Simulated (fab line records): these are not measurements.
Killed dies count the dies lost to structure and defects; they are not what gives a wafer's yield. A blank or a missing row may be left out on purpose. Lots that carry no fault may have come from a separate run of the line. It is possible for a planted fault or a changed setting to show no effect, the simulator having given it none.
The tool behind it: which one? | flow gf180mcu | 15 lots, 45 wafers sampled, at 3 steps of a route of 602

== WHAT THE GAUGES READ, wafer by wafer ==
GF_LVPWELL_OVL_MEAS_07.
lot  | measured    | on         | LVPWELL_OVL (nm)
L913 | day 4 03:24 | overlay-01 | 1.1 2.3 0.4
L915 | day 4 14:02 | overlay-02 | 0.1 -1.0 -0.9
L916 | day 4 20:09 | overlay-01 | 1.9 0.7 1.1
L917 | day 4 23:37 | overlay-01 | 2.1 3.1 3.3
L920 | day 5 19:04 | overlay-01 | 1.5 -0.4 -0.7
L921 | day 6 01:08 | overlay-02 | 0.8 1.7 -0.2
L922 | day 6 06:18 | overlay-01 | 0.1 2.4 1.8
L923 | day 6 09:56 | overlay-01 | 0.0 2.5 2.8
L927 | day 7 10:57 | overlay-01 | -0.9 -2.3 -1.3
L928 | day 7 13:53 | overlay-01 | 2.9 3.4 3.1
L929 | day 7 19:43 | overlay-02 | -2.3 0.6 0.6
L930 | day 8 02:11 | overlay-01 | 1.0 2.2 0.8
L932 | day 8 13:14 | overlay-01 | 0.4 0.2 -0.1
L933 | day 8 17:25 | overlay-01 | 0.4 0.9 2.2
L934 | day 9 00:44 | overlay-01 | 2.0 3.5 2.1

GF_VT_IMPLANT_RS_MEAS_48: the measuring method here is four-point-probe.
lot  | measured     | on            | LVPWELL_RS (ohm/sq)
L913 | day 7 21:13  | film_metro-02 | 1199.9 1197.0 1198.3
L915 | day 8 09:46  | film_metro-04 | 1198.4 1200.5 1200.7
L916 | day 8 17:07  | film_metro-01 | 1197.4 1196.5 1197.4
L917 | day 8 23:14  | film_metro-02 | 1194.3 1192.6 1195.7
L920 | day 9 21:55  | film_metro-01 | 1200.0 1198.4 1197.6
L921 | day 10 03:07 | film_metro-02 | 1196.6 1196.5 1195.3
L922 | day 10 10:53 | film_metro-02 | 1196.0 1197.0 1198.6
L923 | day 10 14:04 | film_metro-04 | 1199.2 1197.4 1198.0
L927 | day 11 19:55 | film_metro-04 | 1200.9 1202.1 1199.9
L928 | day 12 00:14 | film_metro-01 | 1192.8 1192.8 1195.6
L929 | day 12 07:07 | film_metro-04 | 1199.5 1197.7 1198.3
L930 | day 12 15:22 | film_metro-02 | 1197.6 1194.1 1195.4
L932 | day 13 04:34 | film_metro-02 | 1194.5 1196.5 1190.8
L933 | day 13 09:14 | film_metro-01 | 1201.7 1199.1 1202.5
L934 | day 13 17:14 | film_metro-04 | 1195.9 1196.9 1200.4

== WHAT TOOL EACH LOT RAN ON (gives the tool, then ch and the chambers of the sampled wafers, and finally the start) ==
lot  | GF_LVPWELL_STRIP_10
L913 | plasma_asher-03 ch 0,1, day 4 03:44
L915 | plasma_asher-03 ch 0,1, day 4 14:23
L916 | plasma_asher-01 ch 0,1, day 4 20:29
L917 | plasma_asher-03 ch 0,1, day 4 23:56
L920 | plasma_asher-02 ch 0,1, day 5 19:25
L921 | plasma_asher-03 ch 0,1, day 6 01:28
L922 | plasma_asher-03 ch 0,1, day 6 06:38
L923 | plasma_asher-03 ch 0,1, day 6 10:17
L927 | plasma_asher-03 ch 0,1, day 7 11:17
L928 | plasma_asher-01 ch 0, day 7 14:13
L929 | plasma_asher-01 ch 0,1, day 7 20:04
L930 | plasma_asher-01 ch 0,1, day 8 02:32
L932 | plasma_asher-02 ch 0,1, day 8 13:34
L933 | plasma_asher-03 ch 0,1, day 8 17:46
L934 | plasma_asher-03 ch 0,1, day 9 01:04
- GF_LVPWELL_STRIP_10: strips in O2/N2.

== WHAT THE TOOLS THEMSELVES READ (means of the sampled wafers that have a number; where no wafer has one, the mark that the record gives instead) ==
GF_LVPWELL_STRIP_10.
lot  | tool            | chamber_pressure_mTorr (mTorr) | drypump_motor_current_A (A) | heater_power_w (W) | oes_product_au (a.u.) | strip_time_to_endpoint_s (s)
L913 | plasma_asher-03 | 1500.5                         | 6.3                         | 341                | 0.724                 | 36.95
L915 | plasma_asher-03 | 1500.3                         | 5.9                         | 327                | 0.722                 | 37.06
L916 | plasma_asher-01 | 1500.4                         | 5.6                         | 318                | 0.726                 | 36.90
L917 | plasma_asher-03 | 1499.6                         | 5.9                         | 328                | 0.722                 | 37.11
L920 | plasma_asher-02 | 1501.6                         | 5.9                         | 327                | 0.721                 | 37.23
L921 | plasma_asher-03 | 1499.5                         | 6.3                         | 348                | 0.718                 | 37.05
L922 | plasma_asher-03 | 1500.7                         | 5.9                         | 326                | 0.717                 | 37.01
L923 | plasma_asher-03 | 1500.1                         | 5.9                         | 328                | 0.724                 | 36.98
L927 | plasma_asher-03 | 1499.8                         | 5.9                         | 324                | 0.719                 | 36.90
L928 | plasma_asher-01 | 1501.0                         | 5.5                         | 323                | 0.721                 | 36.86
L929 | plasma_asher-01 | 1500.0                         | 5.6                         | 331                | 0.724                 | 36.90
L930 | plasma_asher-01 | 1499.9                         | 5.6                         | 332                | 0.714                 | 36.87
L932 | plasma_asher-02 | 1499.1                         | 5.9                         | 328                | 0.721                 | 36.87
L933 | plasma_asher-03 | 1499.4                         | 5.9                         | 322                | 0.723                 | 37.09
L934 | plasma_asher-03 | 1500.6                         | 5.9                         | 330                | 0.728                 | 37.08

== THE ANSWER, worked out from the rows above alone ==
Rule: the usual values come from the lots themselves. The widest of any qualifying gaps counts: lots, ordered by their means at a reading, are off when they make up no more than a third of the lots, leave a main group of 4 or more, and stand apart from it by 3 or more times the standard deviation of that group's means. Not used: any main group whose means are identical at the precision the tables above print for the reading. Also off: a lot with no number at a reading for which 4 or more lots have one. The other lots that the step has rows for count as sound. After the gauges, taken in route order, come the tools' own readings; for these a lot's mean is taken, as printed above. At the first step where some lot is off, the reading lying furthest off is the one used; lots without a number count as furthest.
Across all readings shown, no lot is off: no conclusion can be drawn from this.

== WHAT WAS PUT IN BY THE SIMULATOR ==
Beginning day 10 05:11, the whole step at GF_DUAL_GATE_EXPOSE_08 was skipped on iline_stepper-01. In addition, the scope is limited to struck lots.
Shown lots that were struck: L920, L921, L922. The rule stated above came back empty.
